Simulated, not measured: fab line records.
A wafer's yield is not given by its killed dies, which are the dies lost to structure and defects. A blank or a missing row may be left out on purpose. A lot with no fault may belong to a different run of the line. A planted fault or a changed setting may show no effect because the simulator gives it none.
Which tool is to blame? | flow sky130 | Sampling: 10 lots, 30 wafers, 4 of 708 route steps

WHAT THE GAUGES READ, wafer by wafer
SKY_VIA1_RS_MEAS_22: measurement is done with a four-point probe.
lot  | measured     | on            | VIA1_W_RS (ohm/sq)
L866 | day 35 01:45 | film metro-03 | 0.414 0.424 0.420
L867 | day 35 08:52 | film metro-02 | 0.418 0.423 0.426
L870 | day 36 04:01 | film metro-02 | 0.430 0.426 0.427
L873 | day 37 04:50 | film metro-03 | 0.426 0.428 0.435
L874 | day 37 13:10 | film metro-03 | 0.423 0.420 0.419
L877 | day 38 15:22 | film metro-03 | 0.420 0.422 0.419
L878 | day 39 00:43 | film metro-03 | 0.416 0.420 0.420
L879 | day 39 04:01 | film metro-04 | 0.217 0.216 0.216
L881 | day 39 11:16 | film metro-03 | 0.216 0.216 0.216
L882 | day 39 22:34 | film metro-03 | 0.429 0.425 0.418

TOOL THAT RAN EACH LOT (tool first, then ch and the chambers of the sampled wafers, then the start)
lot  | SKY_METAL1_METAL_ETCH_19          | SKY_VIA1_ETCH_15                   | SKY_VIA1_CVD_21
L866 | rie metal-02 ch 0,1, day 33 20:25 | rie diel-04 ch 0,1,3, day 35 00:58 | cvd w-02 ch 0,1, day 35 01:40
L867 | rie metal-04 ch 0, day 34 03:20   | rie diel-01 ch 0,3, day 35 07:43   | cvd w-02 ch 0,1, day 35 08:45
L870 | rie metal-04 ch 0,1, day 35 00:04 | rie diel-04 ch 0,1,3, day 36 03:13 | cvd w-01 ch 0,1, day 36 03:55
L873 | rie metal-01 ch 0, day 36 00:17   | rie diel-01 ch 0,2,3, day 37 04:01 | cvd w-02 ch 0,1, day 37 04:43
L874 | rie metal-04 ch 0,1, day 36 09:04 | rie diel-03 ch 0,1,2, day 37 12:22 | cvd w-02 ch 0,1, day 37 13:04
L877 | rie metal-01 ch 0, day 37 11:16   | rie diel-01 ch 0,1, day 38 14:34   | cvd w-02 ch 1, day 38 15:16
L878 | rie metal-02 ch 0,1, day 37 20:13 | rie diel-03 ch 0,2,3, day 38 23:49 | cvd w-02 ch 0,1, day 39 00:36
L879 | rie metal-01 ch 0,1, day 38 00:22 | rie diel-01 ch 0,2,3, day 39 03:13 | cvd w-02 ch 0,1, day 39 03:55
L881 | rie metal-04 ch 0,1, day 38 08:07 | rie diel-01 ch 0,2,3, day 39 10:28 | cvd w-02 ch 0,1, day 39 11:10
L882 | rie metal-01 ch 0,1, day 38 19:40 | rie diel-03 ch 1,2,3, day 39 21:43 | cvd w-01 ch 0,1, day 39 22:28
- SKY_METAL1_METAL_ETCH_19: etches the open film in Cl2/BCl3, stops on SiO2, target depth 360 nm, time 78 s.
- SKY_VIA1_ETCH_15: etches SiO2 in C4F8/O2/Ar, stops on TiN, target depth 351 nm, time 54 s.
- SKY_VIA1_CVD_21: deposits W, target thk 270 nm, time 80.902 s.

THE ANSWER, worked out from the rows above alone
Rule: what is usual is taken from the lots themselves. The widest of any qualifying gaps counts: lots, ordered by their means at a reading, are off when they make up no more than a third of the lots, leave a main group of 4 or more, and stand apart from it by 3 or more times the standard deviation of that group's means. Not used: any main group whose means are identical at the precision the tables above print for the reading. Also off: a lot with no number at a reading for which 4 or more lots have one. Where the step has rows for the other lots, those lots are counted as sound.
Off: L879, L881, at SKY_VIA1_RS_MEAS_22 (VIA1_W_RS). Main group: mean 0.423 ohm/sq, sd 0.0037.
A tool fits if, at a process step before that reading, it ran every lot that is off, and no sound lot after the first of them. Gauges at SKY_VIA1_RS_MEAS_22: tried the same way as those tools. Undecided on this evidence; 2 tools fit (rie diel-01 at SKY_VIA1_ETCH_15, cvd w-02 at SKY_VIA1_CVD_21).

WHAT WAS PUT IN BY THE SIMULATOR
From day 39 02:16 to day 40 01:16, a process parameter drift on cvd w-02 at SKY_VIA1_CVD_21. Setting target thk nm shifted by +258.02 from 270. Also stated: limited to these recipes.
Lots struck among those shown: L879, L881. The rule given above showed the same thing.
